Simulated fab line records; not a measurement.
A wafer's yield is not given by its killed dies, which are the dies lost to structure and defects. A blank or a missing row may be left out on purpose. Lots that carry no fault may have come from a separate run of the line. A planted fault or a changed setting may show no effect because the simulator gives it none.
The same fault as seen by 2 desks || flow sky130 || what lay behind the numbers comes last; until then each desk has only its own

DESK OF THE TOOL OWNER: pvd_sputter-03
The tool's own readings at SKY_METAL3_SPUTTER_04 (material TiN, target thk 70 nm, time 58.3 s): means of the sampled wafers that have a number, for each lot that ran on this tool. Marked OUT: a lot whose mean sits more than 4 standard deviations from the usual mean, which makes it out of limits; the brackets give that distance.
Columns: A = chamber_pressure_pa at SKY_METAL3_SPUTTER_04, usual 0.4000 Pa; B = throttle_valve_pct at SKY_METAL3_SPUTTER_04, usual 30.4 %
{"lot": "L543", "first seen here": "day 36 21:47", "A": 0.3999, "B": 31.7}
{"lot": "L547", "first seen here": "day 38 01:11", "A": 0.3988, "B": 30.1}
{"lot": "L550", "first seen here": "day 38 18:25", "A": 0.3995, "B": 30.0}
{"lot": "L551", "first seen here": "day 39 09:49", "A": 0.4002, "B": 29.1}
{"lot": "L554", "first seen here": "day 40 00:41", "A": "0.6321 (+99 or more) OUT", "B": "24.3 (-5.1) OUT"}
{"lot": "L555", "first seen here": "day 40 14:25", "A": "0.6324 (+99 or more) OUT", "B": "24.6 (-4.8) OUT"}
Finding of this desk: L554, L555 out of limits; the first was L554 at day 40 00:41, on chamber_pressure_pa at SKY_METAL3_SPUTTER_04. In limits: L543, L547, L550, L551.

METROLOGY DESK
Means of the sampled wafers that have a number, per lot and without regard to the tool the lot ran on: this is what the gauges read. Marked OUT: a lot whose mean sits more than 4 standard deviations from the usual mean, which makes it out of limits; the brackets give that distance.
Columns: A = VIA2_W_RS at SKY_VIA2_RS_MEAS_22, usual 0.271 ohm/sq; B = CAPM_TIN_RS at SKY_CAPM_RS_MEAS_03, usual 6.91 ohm/sq
{"lot": "L542", "first seen here": "day 36 08:46", "A": 0.271, "B": 6.86}
{"lot": "L543", "first seen here": "day 36 21:13", "A": 0.269, "B": 6.86}
{"lot": "L544", "first seen here": "day 37 02:29", "A": 0.271, "B": 6.90}
{"lot": "L546", "first seen here": "day 37 09:37", "A": 0.272, "B": 6.95}
{"lot": "L547", "first seen here": "day 38 00:37", "A": 0.273, "B": 6.86}
{"lot": "L550", "first seen here": "day 38 17:50", "A": 0.273, "B": 6.90}
{"lot": "L551", "first seen here": "day 39 08:36", "A": 0.270, "B": 6.96}
{"lot": "L552", "first seen here": "day 39 16:12", "A": 0.268, "B": 6.87}
{"lot": "L554", "first seen here": "day 40 00:08", "A": 0.268, "B": 6.90}
{"lot": "L555", "first seen here": "day 40 13:50", "A": 0.273, "B": 6.93}
{"lot": "L563", "first seen here": "day 42 12:38", "A": 0.270, "B": 6.82}
{"lot": "L564", "first seen here": "day 43 03:21", "A": 0.271, "B": 6.92}
This desk found nothing out of limits on any of the 12 lots.

ALL TOGETHER
At day 40 00:41, on L554, L555, the tool owner's desk was in a position to raise an alarm.
At the metrology desk, nothing out of limits was observed.
The metrology desk has L554, L555 on record, within its limits.
The lots listed all ran SKY_METAL3_SPUTTER_04 on pvd_sputter-03.

WHAT THE SIMULATOR HAD PUT IN
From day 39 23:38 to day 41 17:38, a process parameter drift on pvd_sputter-03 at SKY_METAL3_SPUTTER_04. The setting chamber_pressure_pa was moved by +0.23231, starting from 0.4. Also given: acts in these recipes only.
Lots struck among those shown: L554, L555.
How many hours passed from the start of the fault until each desk's first out-of-limits reading: the tool owner's desk, 1.
